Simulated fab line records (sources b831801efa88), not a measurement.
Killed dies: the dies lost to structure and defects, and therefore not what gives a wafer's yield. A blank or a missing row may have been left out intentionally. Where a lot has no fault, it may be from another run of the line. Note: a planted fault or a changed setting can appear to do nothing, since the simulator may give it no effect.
Which tool is to blame? ; flow sky130 ; 72 wafers from 24 lots sampled at 6 of the route's 708 steps

== WHAT EACH GAUGE READ, for each wafer ==
SKY_LI_CONTACT_THK_MEAS_23: measures by xrf. Usual: for LI_CONTACT_W_THK the level is 400 nm and the standard deviation is 5.4.
lot;measured;on;LI_CONTACT_W_THK (nm);flag
L074;day 29 05:45;film-metro-03;405 399 400;
L075;day 29 15:39;film-metro-02;408 406 404;
L076;day 29 18:04;film-metro-03;398 401 405;
L077;day 30 02:48;film-metro-04;399 400 396;
L078;day 30 13:53;film-metro-04;399 399 406;
L079;day 30 18:06;film-metro-04;393 398 396;
L080;day 31 03:08;film-metro-04;399 400 403;
L081;day 31 15:46;film-metro-03;398 394 400;
L082;day 31 22:36;film-metro-04;394 399 399;
L083;day 32 08:56;film-metro-04;406 398 403;
L084;day 32 15:43;film-metro-04;392 392 390;
L085;day 33 01:11;film-metro-02;404 395 407;
L086;day 33 04:55;film-metro-04;390 403 400;
L087;day 33 13:24;film-metro-04;400 395 396;
L088;day 33 19:22;film-metro-03;394 400 395;
L089;day 34 05:07;film-metro-02;404 409 403;
L090;day 34 17:09;film-metro-02;406 402 406;
L091;day 34 20:51;film-metro-02;405 404 402;
L092;day 35 02:58;film-metro-03;395 390 390;
L093;day 35 14:25;film-metro-03;400 391 391;
L094;day 35 20:11;film-metro-03;401 393 397;
L095;day 36 08:31;film-metro-04;396 402 398;
L096;day 36 13:01;film-metro-04;393 390 390;
L097;day 36 17:16;film-metro-03;401 402 405;

SKY_LOCAL_INTERCONNECT_OVL_MEAS_12. Usual: for LOCAL_INTERCONNECT_OVL the level is 3 nm and the standard deviation is 5.3.
lot;measured;on;LOCAL_INTERCONNECT_OVL (nm);flag
L074;day 30 10:49;overlay-02;-4 -2 3;
L075;day 30 20:57;overlay-01;-1 -2 6;
L076;day 30 22:10;overlay-01;1 9 7;
L077;day 31 06:55;overlay-01;6 11 -2;
L078;day 31 18:19;overlay-02;5 -1 2;
L079;day 31 22:22;overlay-01;8 4 9;
L080;day 32 07:23;overlay-01;7 6 7;
L081;day 32 19:22;overlay-02;-8 0 4;
L082;day 33 02:13;overlay-01;7 9 10;
L083;day 33 12:40;overlay-01;3 3 5;
L084;day 33 17:32;overlay-01;-2 2 7;
L085;day 34 05:06;overlay-01;18 13 14;
L086;day 34 08:26;overlay-01;1 -4 0;
L087;day 34 16:10;overlay-01;6 -2 -5;
L088;day 34 22:37;overlay-02;6 5 11;
L089;day 35 08:40;overlay-02;8 0 2;
L090;day 35 20:16;overlay-02;4 3 2;
L091;day 35 22:52;overlay-01;3 2 6;
L092;day 36 05:28;overlay-01;5 8 8;
L093;day 36 17:00;overlay-01;0 7 6;
L094;day 36 22:28;overlay-02;9 6 3;
L095;day 37 11:01;overlay-01;-11 0 -11;
L096;day 37 15:54;overlay-02;8 -2 -2;
L097;day 37 20:07;overlay-01;5 3 3;

SKY_METAL3_OVL_MEAS_14. Usual: for METAL3_OVL the level is 1 nm and the standard deviation is 4.7.
lot;measured;on;METAL3_OVL (nm);flag
L074;day 38 15:31;overlay-01;0 4 4;
L075;day 38 23:37;overlay-01;4 -2 -2;
L076;day 38 23:58;overlay-02;6 5 4;
L077;day 39 08:18;overlay-01;2 1 7;
L078;day 39 19:52;overlay-02;5 1 -8;
L079;day 39 22:18;overlay-02;0 1 -5;
L080;day 40 08:04;overlay-01;3 5 3;
L081;day 40 18:44;overlay-02;2 -1 -4;
L082;day 41 00:14;overlay-02;-7 0 -3;
L083;day 41 07:49;overlay-01;-5 8 1;
L084;day 41 13:40;overlay-02;-9 -4 -4;
L085;day 42 00:09;overlay-01;0 -7 -4;
L086;day 42 03:33;overlay-01;0 3 -3;
L087;day 42 09:40;overlay-02;-5 -2 -2;
L088;day 42 16:43;overlay-02;4 5 4;
L089;day 43 01:08;overlay-02;10 6 13;
L090;day 43 10:52;overlay-01;2 -3 -2;
L091;day 43 12:01;overlay-01;9 -4 -4;
L092;day 43 19:15;overlay-01;8 3 -8;
L093;day 44 07:17;overlay-02;-1 -1 -2;
L094;day 44 09:10;overlay-01;4 12 3;
L095;day 44 20:34;overlay-01;5 -3 4;
L096;day 44 23:36;overlay-02;-5 -4 3;
L097;day 45 06:49;overlay-02;0 2 -1;

== WHAT TOOL EACH LOT RAN ON (gives the tool, then ch and the chambers of the sampled wafers, and finally the start) ==
lot;SKY_FIELD_ISO_ETCH_17;SKY_POLY_GATE_ETCH_16;SKY_METAL3_SPUTTER_00
L074;rie-si-02 ch 0,3, day 2 06:43;rie-diel-04 ch 0,1,3, day 16 10:56;pvd-sputter-02, day 36 11:02
L075;rie-si-02 ch 0,1, day 2 11:01;rie-diel-04 ch 0,2, day 16 17:22;pvd-sputter-02, day 36 19:16
L076;rie-si-02 ch 2,3, day 2 14:43;rie-diel-04 ch 1,2,3, day 16 22:59;pvd-sputter-04, day 36 19:36
L077;rie-si-01 ch 0,1,3, day 2 19:54;rie-diel-01 ch 1,2, day 17 06:29;pvd-sputter-02, day 37 04:44
L078;rie-si-01 ch 0,1,2, day 3 02:49;rie-diel-04 ch 0,3, day 17 20:40;pvd-sputter-01, day 37 16:04
L079;rie-si-02 ch 0,1,3, day 3 07:22;rie-diel-03 ch 0,1,3, day 18 03:25;pvd-sputter-04, day 37 19:46
L080;rie-si-02 ch 0,1,3, day 3 11:19;rie-diel-04 ch 0,3, day 18 09:17;pvd-sputter-04, day 38 05:01
L081;rie-si-01 ch 0,1,3, day 3 17:57;rie-diel-01 ch 0,1, day 19 00:02;pvd-sputter-02, day 38 16:33
L082;rie-si-01 ch 0,2,3, day 3 21:58;rie-diel-01 ch 1,2,3, day 19 09:37;pvd-sputter-02, day 38 22:23
L083;rie-si-01 ch 1,2,3, day 4 03:58;rie-diel-04 ch 0,2,3, day 19 17:02;pvd-sputter-01, day 39 06:07
L084;rie-si-02 ch 1,2, day 4 09:12;rie-diel-04 ch 1,2, day 20 04:10;pvd-sputter-01, day 39 12:04
L085;rie-si-02 ch 1,2,3, day 4 15:37;rie-diel-03 ch 0,1,3, day 20 12:43;pvd-sputter-04, day 39 23:15
L086;rie-si-02 ch 0,1,2, day 4 19:12;rie-diel-01 ch 0,1,2, day 20 19:01;pvd-sputter-04, day 40 02:25
L087;rie-si-01 ch 2,3, day 5 00:57;rie-diel-01 ch 2,3, day 21 03:07;pvd-sputter-04, day 40 08:47
L088;rie-si-01 ch 0,1,2, day 5 06:54;rie-diel-01 ch 0,1,3, day 21 13:49;pvd-sputter-02, day 40 15:29
L089;rie-si-01 ch 1,2,3, day 5 11:39;rie-diel-04 ch 1,2, day 21 23:50;pvd-sputter-04, day 41 00:43
L090;rie-si-02 ch 1,2,3, day 5 16:46;rie-diel-04 ch 1,2,3, day 22 13:10;pvd-sputter-02, day 41 10:58
L091;rie-si-02 ch 0,2,3, day 5 21:21;rie-diel-04 ch 2,3, day 22 16:20;pvd-sputter-01, day 41 12:27
L092;rie-si-01 ch 1,3, day 6 03:22;rie-diel-04 ch 1,3, day 23 00:46;pvd-sputter-01, day 41 20:00
L093;rie-si-01 ch 0,1,3, day 6 06:58;rie-diel-03 ch 2,3, day 23 14:23;pvd-sputter-04, day 42 08:33
L094;rie-si-02 ch 2,3, day 6 13:26;rie-diel-03 ch 1,3, day 23 18:40;pvd-sputter-04, day 42 09:43
L095;rie-si-02 ch 1,3, day 6 19:36;rie-diel-01 ch 0,2,3, day 24 06:16;pvd-sputter-04, day 42 22:26
L096;rie-si-01 ch 0,3, day 6 23:58;rie-diel-01 ch 0,2,3, day 24 15:04;pvd-sputter-01, day 43 02:04
L097;rie-si-02 ch 0,1, day 7 05:06;rie-diel-03 ch 1,3, day 24 21:19;pvd-sputter-02, day 43 08:24
- SKY_FIELD_ISO_ETCH_17: etches Si in HBr/Cl2/O2, target depth 342 nm, time 97.7 s.
- SKY_POLY_GATE_ETCH_16: etches Si3N4 in CH3F/O2, stops on poly-Si, time 147.5 s, target depth 75 nm.
- SKY_METAL3_SPUTTER_00: material Ti, target thk 15 nm, time 10 s.

== AS READ BY THE TOOLS THEMSELVES (means over the sampled wafers that have a number; for cases with no such wafer, the mark the record gives instead) ==
SKY_FIELD_ISO_ETCH_17. Usual: drypump-motor-current-A 5.7 A, standard deviation 0.33; oes-product-au 1.001 a.u., standard deviation 0.0081; throttle-valve-pct 25.655 %, standard deviation 0.0099.
lot;tool;drypump-motor-current-A (A);oes-product-au (a.u.);throttle-valve-pct (%);flag
L074;rie-si-02;6.0;1.001;25.653;
L075;rie-si-02;5.6;1.001;25.659;
L076;rie-si-02;5.8;1.010;25.658;
L077;rie-si-01;5.7;1.001;25.657;
L078;rie-si-01;5.9;1.001;25.657;
L079;rie-si-02;5.8;0.998;25.657;
L080;rie-si-02;5.8;0.995;25.647;
L081;rie-si-01;5.7;1.007;25.662;
L082;rie-si-01;5.7;1.002;25.655;
L083;rie-si-01;5.6;1.001;25.666;
L084;rie-si-02;5.4;1.010;25.650;
L085;rie-si-02;5.6;1.005;25.650;
L086;rie-si-02;5.6;1.008;25.648;
L087;rie-si-01;5.6;1.007;25.649;
L088;rie-si-01;5.9;1.001;25.662;
L089;rie-si-01;5.6;1.000;25.648;
L090;rie-si-02;5.6;0.995;25.657;
L091;rie-si-02;5.8;1.001;25.654;
L092;rie-si-01;5.4;0.995;25.651;
L093;rie-si-01;5.7;0.997;25.659;
L094;rie-si-02;5.6;1.005;25.654;
L095;rie-si-02;5.9;0.992;25.658;
L096;rie-si-01;5.5;0.991;25.664;
L097;rie-si-02;5.5;1.013;25.655;

SKY_POLY_GATE_ETCH_16. Usual: ch3f-flow-sccm 39.99 sccm, standard deviation 0.12; drypump-motor-current-A 5.8 A, standard deviation 0.35; oes-product-au 0.641 a.u., standard deviation 0.005; throttle-valve-pct 10.536 %, standard deviation 0.0088.
lot;tool;ch3f-flow-sccm (sccm);drypump-motor-current-A (A);oes-product-au (a.u.);throttle-valve-pct (%);flag
L074;rie-diel-04;40.03;5.9;0.639;10.536;
L075;rie-diel-04;39.93;5.9;0.640;10.536;
L076;rie-diel-04;40.05;5.8;0.641;10.531;
L077;rie-diel-01;40.08;6.2;0.641;10.536;
L078;rie-diel-04;39.97;5.9;0.639;10.539;
L079;rie-diel-03;40.00;5.6;0.649;10.540;
L080;rie-diel-04;40.02;5.7;0.637;10.539;
L081;rie-diel-01;39.93;5.7;0.638;10.537;
L082;rie-diel-01;40.07;5.9;0.641;10.531;
L083;rie-diel-04;39.99;5.8;0.638;10.536;
L084;rie-diel-04;39.95;5.8;0.639;10.538;
L085;rie-diel-03;40.09;5.7;0.638;10.533;
L086;rie-diel-01;40.08;6.0;0.639;10.536;
L087;rie-diel-01;39.92;5.7;0.641;10.536;
L088;rie-diel-01;39.91;5.7;0.638;10.529;
L089;rie-diel-04;39.89;5.8;0.647;10.548;
L090;rie-diel-04;39.95;5.8;0.634;10.539;
L091;rie-diel-04;39.93;5.7;0.643;10.540;
L092;rie-diel-04;39.92;5.8;0.639;10.534;
L093;rie-diel-03;40.02;5.5;0.642;10.544;
L094;rie-diel-03;39.99;6.0;0.636;10.541;
L095;rie-diel-01;39.93;5.8;0.645;10.535;
L096;rie-diel-01;40.05;5.8;0.635;10.541;
L097;rie-diel-03;39.98;6.0;0.643;10.534;

SKY_METAL3_SPUTTER_00. Usual: throttle-valve-pct at 30.0 %, with a standard deviation of 0.78.
lot;tool;throttle-valve-pct (%);flag
L074;pvd-sputter-02;30.2;
L075;pvd-sputter-02;30.4;
L076;pvd-sputter-04;29.6;
L077;pvd-sputter-02;30.4;
L078;pvd-sputter-01;29.5;
L079;pvd-sputter-04;30.0;
L080;pvd-sputter-04;30.1;
L081;pvd-sputter-02;30.2;
L082;pvd-sputter-02;30.5;
L083;pvd-sputter-01;28.9;
L084;pvd-sputter-01;29.8;
L085;pvd-sputter-04;29.7;
L086;pvd-sputter-04;30.0;
L087;pvd-sputter-04;30.1;
L088;pvd-sputter-02;30.2;
L089;pvd-sputter-04;30.2;
L090;pvd-sputter-02;30.4;
L091;pvd-sputter-01;29.9;
L092;pvd-sputter-01;30.0;
L093;pvd-sputter-04;30.2;
L094;pvd-sputter-04;30.4;
L095;pvd-sputter-04;30.0;
L096;pvd-sputter-01;29.6;
L097;pvd-sputter-02;29.8;

== THE ANSWER, worked out from the rows above alone ==
Rule: a lot counts as off when the mean over its wafers that have a number is more than 3 standard deviations away from the usual mean. Also off: a lot with no number at a reading for which 4 or more lots have one. The other lots that the step has rows for count as sound. The gauges are gone through in route order, then the tools' own readings, and for those a lot's mean is taken as printed above. At the first step where some lot is off, the reading lying furthest off is the one used; lots without a number count as furthest.
Nothing can be told from this: no lot is off at any reading shown.

== WHAT HAD BEEN PUT IN BY THE SIMULATOR ==
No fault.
